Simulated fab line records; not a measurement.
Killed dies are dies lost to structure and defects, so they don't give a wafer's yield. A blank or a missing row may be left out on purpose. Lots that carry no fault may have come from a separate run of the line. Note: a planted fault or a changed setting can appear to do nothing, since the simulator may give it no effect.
Which of the tools did it? + flow sky130 + Sampling: 14 lots, 42 wafers, 2 of 708 route steps

WHAT THE GAUGES SHOWED, per wafer
No reading from a measuring or inspecting step in the record can be judged against a usual standard deviation.

EACH LOT AND THE TOOL THAT RAN IT (in order: tool; ch and the chambers of the sampled wafers; start)
| lot  | SKY_METAL3_SPUTTER_04        | SKY_METAL3_METAL_ETCH_18          |
|------|------------------------------|-----------------------------------|
| L713 | pvd_sputter-03, day 36 05:15 | rie_metal-03 ch 0,1, day 38 09:55 |
| L715 | pvd_sputter-03, day 36 15:05 | rie_metal-01 ch 0,1, day 38 19:25 |
| L714 | pvd_sputter-01, day 36 23:11 | rie_metal-03 ch 0,1, day 39 03:53 |
| L716 | pvd_sputter-04, day 37 04:48 | rie_metal-01 ch 0,1, day 39 08:11 |
| L717 | pvd_sputter-04, day 37 17:41 | rie_metal-01 ch 0,1, day 39 21:05 |
| L718 | pvd_sputter-04, day 37 20:15 | rie_metal-04 ch 0,1, day 39 22:40 |
| L724 | pvd_sputter-04, day 42 02:23 | rie_metal-04 ch 0,1, day 44 00:56 |
| L725 | pvd_sputter-03, day 42 04:17 | rie_metal-01 ch 0,1, day 44 02:44 |
| L726 | pvd_sputter-01, day 42 05:59 | rie_metal-01 ch 0,1, day 44 04:14 |
| L727 | pvd_sputter-04, day 42 08:09 | rie_metal-01 ch 0,1, day 44 06:34 |
| L732 | pvd_sputter-03, day 42 08:35 | rie_metal-03 ch 0,1, day 44 06:48 |
| L733 | pvd_sputter-03, day 42 10:07 | rie_metal-03 ch 0,1, day 44 08:17 |
| L735 | pvd_sputter-04, day 42 13:34 | rie_metal-01 ch 1, day 44 11:06   |
| L736 | pvd_sputter-01, day 42 20:16 | rie_metal-03 ch 1, day 44 17:28   |
- SKY_METAL3_SPUTTER_04: material TiN, target thk 70 nm, time 58.3 s.
- SKY_METAL3_METAL_ETCH_18: etches the open film in Cl2/BCl3, stops on SiO2, target depth 845 nm, time 183.1 s.

WHAT THE TOOLS THEMSELVES READ (means of the sampled wafers that have a number; where no wafer has one, the mark that the record gives instead)
SKY_METAL3_SPUTTER_04. Usual: cathode_dc_power_W 6500.1 W, standard deviation 1.3; chamber_pressure_pa 0.3999 Pa, standard deviation 0.00081; throttle_valve_pct 30.5 %, standard deviation 1.4.
| lot  | tool           | cathode_dc_power_W (W) | chamber_pressure_pa (Pa) | throttle_valve_pct (%) | flag |
|------|----------------|------------------------|--------------------------|------------------------|------|
| L713 | pvd_sputter-03 | 6500.0                 | 0.3995                   | 30.7                   |      |
| L715 | pvd_sputter-03 | 6501.4                 | 0.3992                   | 30.5                   |      |
| L714 | pvd_sputter-01 | -                      | -                        | -                      | OFF  |
| L716 | pvd_sputter-04 | -                      | -                        | -                      | OFF  |
| L717 | pvd_sputter-04 | 6500.6                 | 0.4003                   | 31.7                   |      |
| L718 | pvd_sputter-04 | 6502.3                 | 0.4000                   | 31.8                   |      |
| L724 | pvd_sputter-04 | 6499.6                 | 0.3996                   | 31.8                   |      |
| L725 | pvd_sputter-03 | 6500.4                 | 0.4000                   | 30.1                   |      |
| L726 | pvd_sputter-01 | 6498.9                 | 0.4001                   | 30.5                   |      |
| L727 | pvd_sputter-04 | 6499.6                 | 0.3989                   | 32.0                   |      |
| L732 | pvd_sputter-03 | 6499.6                 | 0.3999                   | 30.3                   |      |
| L733 | pvd_sputter-03 | 6500.6                 | 0.4001                   | 30.4                   |      |
| L735 | pvd_sputter-04 | 6499.1                 | 0.4001                   | 32.8                   |      |
| L736 | pvd_sputter-01 | 6500.9                 | 0.3994                   | 29.3                   |      |

SKY_METAL3_METAL_ETCH_18. Usual: drypump_motor_current_A 5.9 A, standard deviation 0.52; he_backside_leak_sccm 3.29 sccm, standard deviation 0.27; oes_product_au 0.864 a.u., standard deviation 0.0051; throttle_valve_pct 22.265 %, standard deviation 0.0089.
| lot  | tool         | drypump_motor_current_A (A) | he_backside_leak_sccm (sccm) | oes_product_au (a.u.) | throttle_valve_pct (%) | flag |
|------|--------------|-----------------------------|------------------------------|-----------------------|------------------------|------|
| L713 | rie_metal-03 | 5.7                         | 3.34                         | 0.863                 | 22.268                 |      |
| L715 | rie_metal-01 | 6.4                         | 3.20                         | 0.869                 | 22.265                 |      |
| L714 | rie_metal-03 | 5.4                         | 3.07                         | 0.821                 | 22.257                 | OFF  |
| L716 | rie_metal-01 | 6.4                         | 3.14                         | 0.824                 | 22.271                 | OFF  |
| L717 | rie_metal-01 | 6.4                         | 3.14                         | 0.868                 | 22.262                 |      |
| L718 | rie_metal-04 | 5.7                         | 3.41                         | 0.865                 | 22.262                 |      |
| L724 | rie_metal-04 | 5.5                         | 3.27                         | 0.865                 | 22.257                 |      |
| L725 | rie_metal-01 | 6.4                         | 3.40                         | 0.862                 | 22.261                 |      |
| L726 | rie_metal-01 | 6.4                         | 3.29                         | 0.861                 | 22.257                 |      |
| L727 | rie_metal-01 | 6.4                         | 3.12                         | 0.857                 | 22.268                 |      |
| L732 | rie_metal-03 | 5.4                         | 3.12                         | 0.863                 | 22.265                 |      |
| L733 | rie_metal-03 | 5.4                         | 3.23                         | 0.868                 | 22.271                 |      |
| L735 | rie_metal-01 | 6.3                         | 3.20                         | 0.867                 | 22.264                 |      |
| L736 | rie_metal-03 | 5.1                         | 3.28                         | 0.865                 | 22.273                 |      |

THE ANSWER, worked out from the rows above alone
Rule: lot off if the mean of its wafers having a number is beyond 3 standard deviations from the usual mean. A lot without any number at a reading at which 4 lots or more have one is off too. Any other lot the step has rows for is counted as sound. After the gauges, taken in route order, come the tools' own readings; for these a lot's mean is taken, as printed above. The first step at which some lot is off is used, and at that step the reading that is off furthest; a lot without a number counts as furthest.
Off: L714, L716, at SKY_METAL3_SPUTTER_04 (cathode_dc_power_W). Without a number there: L714, L716.
A tool fits if, at that step or a process step before it, it ran every lot that is off, and no sound lot after the first of them. No candidate that was tried fits.

WHAT WAS PUT IN BY THE SIMULATOR
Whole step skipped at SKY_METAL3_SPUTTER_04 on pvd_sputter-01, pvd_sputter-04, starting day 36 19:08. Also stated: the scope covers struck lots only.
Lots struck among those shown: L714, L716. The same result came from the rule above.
